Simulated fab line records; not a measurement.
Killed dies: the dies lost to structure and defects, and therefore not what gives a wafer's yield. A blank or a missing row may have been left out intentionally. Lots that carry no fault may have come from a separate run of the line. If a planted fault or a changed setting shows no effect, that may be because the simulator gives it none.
fab line records ; flow sky130
[record] lots = 6; wafers = 18; last-day = 50
route steps=708 shown VIA2@509
lots that met no fault: taken from a fault-free run of the same line
start-h: hours from the record's first day to the start of the lot's first wafer shown ; wait-h: hours elapsed since this lot's preceding step ; " same as the row above ; L1.1+2: a row that stands for several wafers ; - no value, or no start given ; * or withheld: withheld ; < > ~ a bound
route shown NAME@n: NAME is a module with steps in the file, n the number in the route of the first one ; usual: mean/standard deviation taken from wafers without a fault ; same: alike in all rows ; chamber/n: place in a boat ; sites: each site's reading ; _std_site: the standard deviation of these ; _edge_site: mean of outer sites minus mean of inner sites ; radius-mm: for every site, how far away it sits from the centre of the wafer ; mask NAME#n: copy n ; behind: the last tool/chamber to shape the wafer ; hold: why the lot went on hold/how many hours it stayed there/how the hold came to an end ; device: the n, p or np transistor that did not switch ; end of line: at the end of the route, the tests of the same wafers ; a step with no rows: only its recipe ; killed: not the wafer's yield, but the dies lost to structure and defects at the first sort ; map: per-die view of a wafer (x killed, . not killed, _ where there is no die)
set.NAME: the setting the step ran with; set.NAME@STEP: the setting that earlier step ran with ; model.NAME: the simulator's own value behind a step, which no gauge read
lots at some steps of the route; a table a step, a row a wafer
services: from which hour (start-h, from the record's first day; less than 0 if before it) a tool's chamber was out of use, for how many hours, and why
[[steps]]
[step SKY_VIA2_CMP_02]
[recipe] material = SiO2; down-force-psi = 4; platen-rpm = 60; pad-velocity-m-s = 0.94248
[usual] edge-zone-pressure-frac = 1.000/0.0056; motor-current-A = 12.9/1.5; platen-rpm = 60.00/0.038
lot.wafer;tool;chamber;start-h;wait-h;edge-zone-pressure-frac;motor-current-A;platen-rpm
L178.1;cmp-02;0;855.75;0.1;0.997;11.9;60.05
L178.6;cmp-02;2;855.75;0.1;1.013;14.3;60.05
L178.5;cmp-02;3;855.75;0.1;1.003;13.1;59.98
L180.3;cmp-01;1;866.68;0.0;1.003;11.0;60.01
L180.1;cmp-01;3;866.68;0.0;1.008;15.4;59.99
L180.5;cmp-01;1;866.68;0.0;0.997;10.9;59.96
L188.2;cmp-01;2;954.08;0.1;1.006;13.3;60.02
L188.4;cmp-01;3;954.08;0.1;0.988;14.8;60.06
L188.3;cmp-01;0;954.08;0.1;0.995;10.9;60.09
L189.1;cmp-01;2;958.77;0.1;0.999;13.3;59.93
L189.3;cmp-01;3;958.77;0.1;0.996;15.4;60.07
L189.6;cmp-01;3;958.77;0.1;0.998;14.5;60.02
L196.2;cmp-02;1;997.01;0.1;1.001;12.8;60.00
L196.3;cmp-02;3;997.01;0.1;1.006;13.7;60.00
L196.6;cmp-02;1;997.01;0.1;0.998;12.6;59.95
L197.3;cmp-02;0;1000.35;0.0;1.004;11.0;60.01
L197.4;cmp-02;1;1000.35;0.0;1.007;12.4;59.97
L197.6;cmp-02;1;1000.35;0.0;1.000;12.8;59.94
[step SKY_VIA2_BOW_MEAS_03]
[recipe] mode = bow
[usual] VIA2_BOW = 85/7.4
lot.wafer;tool;chamber;start-h;wait-h;VIA2_BOW[um]
L178.1;film-metro-02;-;855.95;0.1;81
L178.5;film-metro-02;-;855.95;0.1;74
L178.6;film-metro-02;-;855.95;0.1;76
L180.1;film-metro-01;-;866.98;0.1;92
L180.3;film-metro-01;-;866.98;0.1;100
L180.5;film-metro-01;-;866.98;0.1;80
L188.2;film-metro-02;-;954.35;0.2;96
L188.3;film-metro-02;-;954.35;0.2;75
L188.4;film-metro-02;-;954.35;0.2;87
L189.1;film-metro-01;-;959.07;0.2;91
L189.3;film-metro-01;-;959.07;0.2;84
L189.6;film-metro-01;-;959.07;0.2;84
L196.2;film-metro-03;-;997.28;0.2;71
L196.3;film-metro-03;-;997.28;0.2;81
L196.6;film-metro-03;-;997.28;0.2;87
L197.3;film-metro-02;-;1000.69;0.3;91
L197.4;film-metro-02;-;1000.69;0.3;79
L197.6;film-metro-02;-;1000.69;0.3;81
[step SKY_VIA2_DEHYDRATE_04]
[recipe] temp-c = 200; time-s = 60
[step SKY_VIA2_HMDS_05]
[recipe] prime-time-s = 60; prime-temp-c = 120
[step SKY_VIA2_COAT_06]
[recipe] resist = BARC; temp-c = withheld; time-s = withheld; spin-rpm = 3000; resist-thk-nm = 60
[step SKY_VIA2_COAT_07]
[recipe] resist = KrF-thick; spin-rpm = 3000; resist-thk-nm = 450
[step SKY_VIA2_SOFTBAKE_08]
[recipe] temp-c = 100; time-s = 91.75; resist = KrF-thick
[usual] plate-sensor-t-centre-C = 100.88/0.011; plate-sensor-t-edge-C = 100.95/0.0092; softbake-temp-c = 100.00/0.13
lot.wafer;tool;chamber;start-h;wait-h;plate-sensor-t-centre-C;plate-sensor-t-edge-C;softbake-temp-c
L178.1;litho-track-04;0;-;-;100.89;100.95;99.93
L178.5;litho-track-04;0;-;-;100.87;100.96;99.87
L178.6;litho-track-04;0;-;-;100.88;100.95;99.89
L180.1;litho-track-03;0;-;-;100.86;100.95;100.34
L180.3;litho-track-03;0;-;-;100.86;100.96;100.28
L180.5;litho-track-03;0;-;-;100.88;100.94;100.31
L188.2;litho-track-03;0;-;-;100.88;100.95;99.99
L188.3;litho-track-03;0;-;-;100.89;100.95;100.34
L188.4;litho-track-03;0;-;-;100.89;100.96;100.07
L189.1;litho-track-02;0;-;-;100.87;100.96;100.00
L189.3;litho-track-02;0;-;-;100.87;100.95;100.12
L189.6;litho-track-02;0;-;-;100.89;100.94;100.21
L196.2;litho-track-02;0;-;-;100.87;100.96;100.19
L196.3;litho-track-02;0;-;-;100.87;100.96;100.08
L196.6;litho-track-02;0;-;-;100.88;100.96;100.18
L197.3;litho-track-04;0;-;-;100.88;100.95;100.12
L197.4;litho-track-04;0;-;-;100.88;100.94;99.99
L197.6;litho-track-04;0;-;-;100.87;100.97;100.17
[step SKY_VIA2_EXPOSE_09]
[recipe] mask-id = VIM2; na = 0.8; source-shape = annular; sigma-inner = 0.55; sigma-outer = 0.85; target-cd-nm = 200; dose-mj = 38
[step SKY_VIA2_PEB_10]
[recipe] peb-temp-c = withheld; peb-time-s = withheld; resist = KrF-thick
[step SKY_VIA2_DEVELOP_11]
[recipe] develop-time-s = 60; resist = KrF-thick; dev-temp-c = 21
[step SKY_VIA2_CD_MEAS_12]
[recipe] target-cd-nm = 200
[usual] cd-nm = 199.7/1.7
lot.wafer;tool;chamber;start-h;wait-h;cd-nm
L178.1;cd-sem-02;-;882.75;-;198.6
L178.5;cd-sem-02;-;882.75;-;200.4
L178.6;cd-sem-02;-;882.75;-;200.3
L180.1;cd-sem-02;-;892.60;-;195.5
L180.3;cd-sem-02;-;892.60;-;195.5
L180.5;cd-sem-02;-;892.60;-;195.9
L188.2;cd-sem-01;-;978.35;-;200.4
L188.3;cd-sem-01;-;978.35;-;201.0
L188.4;cd-sem-01;-;978.35;-;201.0
L189.1;cd-sem-01;-;982.66;-;203.0
L189.3;cd-sem-01;-;982.66;-;202.6
L189.6;cd-sem-01;-;982.66;-;203.8
L196.2;cd-sem-02;-;1020.45;-;199.1
L196.3;cd-sem-02;-;1020.45;-;200.3
L196.6;cd-sem-02;-;1020.45;-;200.0
L197.3;cd-sem-02;-;1023.72;-;197.6
L197.4;cd-sem-02;-;1023.72;-;199.6
L197.6;cd-sem-02;-;1023.72;-;201.5
[step SKY_VIA2_OVL_MEAS_13]
[usual] VIA2_OVL = 3/4.9
lot.wafer;tool;chamber;start-h;wait-h;VIA2_OVL[nm]
L178.1;overlay-01;-;882.87;0.1;7
L178.5;overlay-01;-;882.87;0.1;1
L178.6;overlay-01;-;882.87;0.1;3
L180.1;overlay-02;-;892.72;0.1;13
L180.3;overlay-02;-;892.72;0.1;1
L180.5;overlay-02;-;892.72;0.1;9
L188.2;overlay-01;-;978.45;0.1;2
L188.3;overlay-01;-;978.45;0.1;2
L188.4;overlay-01;-;978.45;0.1;-6
L189.1;overlay-01;-;982.78;0.1;2
L189.3;overlay-01;-;982.78;0.1;-1
L189.6;overlay-01;-;982.78;0.1;4
L196.2;overlay-02;-;1020.55;0.1;3
L196.3;overlay-02;-;1020.55;0.1;10
L196.6;overlay-02;-;1020.55;0.1;9
L197.3;overlay-01;-;1023.81;0.1;-4
L197.4;overlay-01;-;1023.81;0.1;5
L197.6;overlay-01;-;1023.81;0.1;6
[step SKY_VIA2_ETCH_14]
[recipe] chemistry = N2/H2; target = BARC; ion-energy-ev = 200; source-w = 500; bias-w = 100; pressure-mtorr = 30; n2-flow-sccm = 100; h2-flow-sccm = 200; stop-on = SiO2; time-s = 45.9; target-depth-a = 600
[usual] drypump-motor-current-A = 5.7/0.49; n2-flow-sccm = 100.0/0.32; oes-product-au = 0.855/0.005; run-length-s = 74.1/0.53; throttle-valve-pct = 13.224/0.0085
lot.wafer;tool;chamber;start-h;wait-h;drypump-motor-current-A;n2-flow-sccm;oes-product-au;rf-hours-counter-h;run-length-s;throttle-valve-pct;model.KrF-thick_of_VIA2_COAT_07.thk-nm;model.etch.depth-nm;model.VIA2.cd-nm
L178.1;rie-diel-04;3;882.91;0.0;6.0;100.0;0.858;10;74.0;13.221;395.1;59.89;198.7
L178.5;rie-diel-04;2;882.91;0.0;6.9;100.2;0.855;-;73.9;13.214;394.9;59.93;201.1
L178.6;rie-diel-04;3;882.91;0.0;6.0;99.7;0.854;-;74.0;13.226;394.9;59.98;199.8
L180.1;rie-diel-02;0;892.76;0.0;5.6;100.1;0.859;21;75.0;13.219;393.8;60.47;195.6
L180.3;rie-diel-02;1;892.76;0.0;5.0;99.8;0.858;1;73.6;13.230;393.8;60.24;196.2
L180.5;rie-diel-02;0;892.76;0.0;5.6;99.4;0.846;-;75.2;13.222;393.1;60.31;196.7
L188.2;rie-diel-02;2;978.48;0.0;5.2;100.5;0.995;12;51.0;13.234;414.2;39.23;196.3
L188.3;rie-diel-02;1;978.48;0.0;5.0;100.3;0.999;3;51.2;13.223;415.7;39.53;196
L188.4;rie-diel-02;3;978.48;0.0;5.3;100.3;0.991;11;51.8;13.244;414.2;39.34;196.3
L189.1;rie-diel-02;0;982.82;0.0;5.6;100.1;1.014;1;52.3;13.231;414.5;39.98;199.6
L189.3;rie-diel-02;1;982.82;0.0;5.0;99.9;1.004;3;51.0;13.259;415.3;39.35;198.8
L189.6;rie-diel-02;1;982.82;0.0;4.9;99.9;0.997;-;51.3;13.227;416;39.46;200.2
L196.2;rie-diel-01;2;1020.58;0.0;6.2;100.4;0.846;15;73.2;13.214;395.3;60.09;198.8
L196.3;rie-diel-01;3;1020.58;0.0;6.2;100.0;0.854;17;73.8;13.225;394.3;60.22;199.8
L196.6;rie-diel-01;1;1020.58;0.0;6.3;99.7;0.853;-;74.6;13.222;394.7;60.07;200.8
L197.3;rie-diel-01;0;1023.84;0.0;5.7;99.6;0.856;25;74.5;13.223;390.6;59.85;197.9
L197.4;rie-diel-01;1;1023.84;0.0;6.3;99.5;0.855;21;74.3;13.230;391.8;60.02;200.4
L197.6;rie-diel-01;2;1023.84;0.0;6.3;100.3;0.854;-;73.2;13.232;390.6;59.98;201.1
[step SKY_VIA2_ETCH_15]
[recipe] target = SiO2; chemistry = C4F8/O2/Ar; target-depth-nm = 546; stop-on = TiN; mask-material = KrF-thick; source-w = 1500; bias-w = 1200; pressure-mtorr = 40; c4f8-flow-sccm = withheld; O2_flow_sccm = 6; Ar_flow_sccm = 300; time-s = 84
[usual] oes-product-au = 0.939/0.0046; run-length-s = 112.3/0.52
lot.wafer;tool;chamber;start-h;wait-h;oes-product-au;rf-hours-counter-h;run-length-s;model.KrF-thick_of_VIA2_COAT_07.thk-nm;model.VIA2.cd-nm
L178.1;rie-diel-04;3;882.95;0.0;0.944;10;112.3;286.2;202.3
L178.5;rie-diel-04;2;882.95;0.0;0.939;-;111.6;286.1;199.1
L178.6;rie-diel-04;3;882.95;0.0;0.938;-;112.4;285.8;202.5
L180.1;rie-diel-02;0;892.80;0.0;0.942;21;113.2;286.3;194.8
L180.3;rie-diel-02;1;892.80;0.0;0.941;1;112.2;285.8;197.4
L180.5;rie-diel-02;0;892.80;0.0;0.934;-;113.1;284.9;195.1
L188.2;rie-diel-02;2;978.52;0.0;0.378;12;111.9;304.6;196.2
L188.3;rie-diel-02;1;978.52;0.0;0.381;3;111.7;307.4;197.3
L188.4;rie-diel-02;3;978.52;0.0;0.369;11;113.1;305.3;198.8
L189.1;rie-diel-02;0;982.86;0.0;0.371;1;113.2;304.3;199.8
L189.3;rie-diel-02;1;982.86;0.0;0.378;3;112.0;306.8;197.8
L189.6;rie-diel-02;1;982.86;0.0;0.381;-;112.2;307.4;201.4
L196.2;rie-diel-01;2;1020.63;0.0;0.934;15;111.4;286.5;200.9
L196.3;rie-diel-01;3;1020.63;0.0;0.942;17;112.1;283.6;199.5
L196.6;rie-diel-01;1;1020.63;0.0;0.936;-;113.2;284.9;204.2
L197.3;rie-diel-01;0;1023.88;0.0;0.941;25;112.3;281.8;199
L197.4;rie-diel-01;1;1023.88;0.0;0.935;21;112.4;282.7;202.9
L197.6;rie-diel-01;2;1023.88;0.0;0.931;-;111.4;282;203.3
[step SKY_VIA2_STRIP_16]
[recipe] chemistry = O2/N2; power-w = 1400; pressure-mtorr = 1500; platen-temp-c = withheld; o2-flow-sccm = 3000; n2-flow-sccm = 300; overash-fraction = 0.5
[usual] drypump-motor-current-A = 5.8/0.53; n2-flow-sccm = 299.9/0.92; oes-product-au = 0.399/0.0041; strip-time-to-endpoint-s = 4.055/0.022
lot.wafer;tool;chamber;start-h;wait-h;drypump-motor-current-A;n2-flow-sccm;oes-product-au;rf-hours-counter-h;strip-time-to-endpoint-s
L178.1;plasma-asher-02;0;883.01;0.0;5.0;301.6;0.403;72;4.070
L178.5;plasma-asher-02;0;883.01;0.0;4.9;300.3;0.398;-;4.052
L178.6;plasma-asher-02;1;883.01;0.0;6.2;299.5;0.407;-;4.061
L180.1;plasma-asher-02;0;892.86;0.0;5.0;300.4;0.400;73;4.091
L180.3;plasma-asher-02;0;892.86;0.0;5.0;299.5;0.397;-;4.068
L180.5;plasma-asher-02;1;892.86;0.0;6.2;300.9;0.406;-;4.075
L188.2;plasma-asher-01;1;978.59;0.0;5.9;300.7;0.412;22;4.271
L188.3;plasma-asher-01;1;978.59;0.0;5.9;300.7;0.415;-;4.318
L188.4;plasma-asher-01;0;978.59;0.0;5.4;300.2;0.415;-;4.281
L189.1;plasma-asher-02;1;982.92;0.0;6.2;300.3;0.413;82;4.267
L189.3;plasma-asher-02;0;982.92;0.0;5.0;300.5;0.408;-;4.294
L189.6;plasma-asher-02;1;982.92;0.0;6.2;300.2;0.416;-;4.303
L196.2;plasma-asher-02;1;1020.69;0.0;6.2;300.9;0.396;86;4.084
L196.3;plasma-asher-02;0;1020.69;0.0;5.0;300.5;0.403;-;4.061
L196.6;plasma-asher-02;0;1020.69;0.0;5.0;301.6;0.401;-;4.061
L197.3;plasma-asher-01;1;1023.98;0.1;6.0;300.1;0.395;-;4.027
L197.4;plasma-asher-01;0;1023.98;0.1;5.4;300.7;0.405;-;4.045
L197.6;plasma-asher-01;0;1023.98;0.1;5.4;298.8;0.408;-;4.048
[step SKY_VIA2_STRIP_17]
[recipe] chemistry = post-etch-residue-remover; time-s = 1200; temp-c = 72.5
[[services]]
tool;chamber;start-h;hours;kind
rie-diel-04;0;840.28;5.1;repair
rie-diel-04;1;856.06;-;clean
rie-diel-02;3;878.38;3.5;repair
rie-diel-01;3;881.20;2.9;repair
plasma-asher-01;-;887.01;5.1;repair
cmp-01;-;903.06;1.9;repair
rie-diel-04;0;906.36;2.4;repair
cmp-02;-;909.36;3.7;repair
cmp-01;-;918.48;4.0;pm
cmp-01;-;922.48;-;consumable-replace:conditioner
cmp-01;-;922.48;-;consumable-replace:pad
rie-diel-02;0;923.89;-;clean
rie-diel-02;0;923.89;19.5;scheduled-down
rie-diel-02;0;923.89;19.5;vent-cycle
rie-diel-02;1;927.62;3.8;repair
plasma-asher-01;-;938.58;1.5;repair
cmp-02;-;944.08;5.3;pm
cmp-01;-;951.34;1.1;repair
cmp-01;-;951.41;1.3;repair
rie-diel-01;0;953.63;3.6;repair
rie-diel-04;3;966.61;9.7;repair
rie-diel-04;2;979.52;9.5;repair
plasma-asher-01;-;981.27;4.0;pm
cmp-02;-;1012.77;1.6;repair
[[key]]
[first-sign] step = SKY_VIA2_ETCH_14; reading = run-length-s; direction = down; sigmas = 43; usual = *; struck = *
[effect] step = SKY_VIA2_ETCH_14; reading = oes-product-au; direction = up; sigmas = 29; usual = 0.855; struck = 1.000
[effect] step = SKY_VIA2_ETCH_15; reading = oes-product-au; direction = down; sigmas = 99+; usual = 0.939; struck = 0.376
[effect] step = SKY_VIA2_STRIP_16; reading = strip-time-to-endpoint-s; direction = up; sigmas = 11; usual = *; struck = *
[model-effect] step = SKY_VIA2_ETCH_14; value = KrF-thick_of_VIA2_COAT_07.thk-nm; without = 393.4; struck = 415
[model-effect] step = SKY_VIA2_ETCH_15; value = KrF-thick_of_VIA2_COAT_07.thk-nm; without = 284.4; struck = 305.9
met-at SKY_VIA2_ETCH_14
struck-wafers L188.2,L188.3,L188.4,L189.1,L189.3,L189.6
later-rows-left-out L188.2,L188.3,L188.4,L189.1,L189.3,L189.6
sort-left-out L188.2,L188.3,L188.4,L189.1,L189.3,L189.6
onset-between 892.76 978.48
[fault] kind = process-parameter-drift; tool = rie-diel-02; chamber = -; onset-h = 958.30; steps = SKY_VIA2_ETCH_14; channel = time-s; offset = *; shape = step; end-h = 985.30; acts-in = *; stated = *
// sort-left-out: the simulated sort isn't trusted on such a fault, so these wafers' sort isn't shown, and their yield isn't known
// later-rows-left-out: the simulator's readings of these wafers behind a module that went badly wrong aren't trusted and aren't shown, but for the sort
